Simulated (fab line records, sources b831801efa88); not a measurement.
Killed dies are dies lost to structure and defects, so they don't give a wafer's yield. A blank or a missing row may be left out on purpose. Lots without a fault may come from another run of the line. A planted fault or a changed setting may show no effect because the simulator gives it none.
One fault seen from 2 desks | flow sky130 | each desk has only its own numbers; what lay behind them comes last

THE TOOL OWNER'S DESK: implanter-04
The tool's own readings at SKY_LDD_LDN_IMPLANT_08: means of the sampled wafers that have a number, for each lot that ran on this tool. A lot is out of limits, marked OUT, if its mean lies more than 4 standard deviations from the usual mean; the brackets give that distance.
Columns: A = beam_energy_keV at SKY_LDD_LDN_IMPLANT_08, usual 14.999; B = dose_ions_cm2 at SKY_LDD_LDN_IMPLANT_08, usual 1.25e+13
lot  | first seen here | A                | B
L123 | day 22 23:19    | 14.997           | 1.25e+13
L126 | day 25 06:37    | 14.997           | 1.25e+13
L130 | day 26 19:31    | 15.339 (+75) OUT | 1.25e+13
L132 | day 27 00:08    | 15.339 (+76) OUT | 1.25e+13
L133 | day 27 05:38    | 15.335 (+75) OUT | 1.25e+13
This desk's finding: out of limits on L130, L132, L133; first on L130, day 26 19:31 (beam_energy_keV at SKY_LDD_LDN_IMPLANT_08). In limits: L123, L126.

THE METROLOGY DESK
What the gauges read, lot by lot, whatever tool the lot ran on: means of the sampled wafers that have a number. A lot is out of limits, marked OUT, if its mean lies more than 4 standard deviations from the usual mean; the brackets give that distance.
Columns: A = VT_ADJUST_HVTP_OVL at SKY_VT_ADJUST_HVTP_OVL_MEAS_08, usual 0.8 nm; B = LDD_N_TW at SKY_LDD_N_TW_MEAS_17, usual 2568
lot  | first seen here | A    | B
L122 | day 6 03:46     | -0.0 | 2569
L123 | day 6 05:40     | 2.2  | 2560
L126 | day 7 17:24     | 0.6  | 2568
L130 | day 8 20:11     | 0.7  | 2578
L132 | day 9 01:27     | 0.1  | 2568
L133 | day 9 01:46     | 2.1  | 2580
L135 | day 10 02:01    | 1.6  | 2564
L136 | day 10 02:27    | 2.5  | 2573
L138 | day 10 15:22    | 0.1  | 2543
L140 | day 10 20:12    | 3.1  | 2559
L143 | day 11 18:16    | 1.2  | 2562
L144 | day 11 22:37    | 1.9  | 2594
L145 | day 12 05:16    | 0.1  | 2569
This desk's finding: nothing out of limits on any of the 13 lots.

PUT TOGETHER
The tool owner's desk could have raised an alarm at day 26 19:31, on L130, L132, L133.
The metrology desk saw nothing out of limits.
The metrology desk has L130, L132, L133 on record, within its limits.
Of the lots named, all ran SKY_LDD_LDN_IMPLANT_08 on implanter-04.

WHAT THE SIMULATOR HAD PUT IN
Process parameter drift: implanter-04, from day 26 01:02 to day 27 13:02, at SKY_LDD_LDN_IMPLANT_08. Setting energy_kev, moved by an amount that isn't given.
Lots struck among those shown: L130, L132, L133.
Hours from the fault's start to each desk's first reading out of limits: the tool owner's desk, 18.
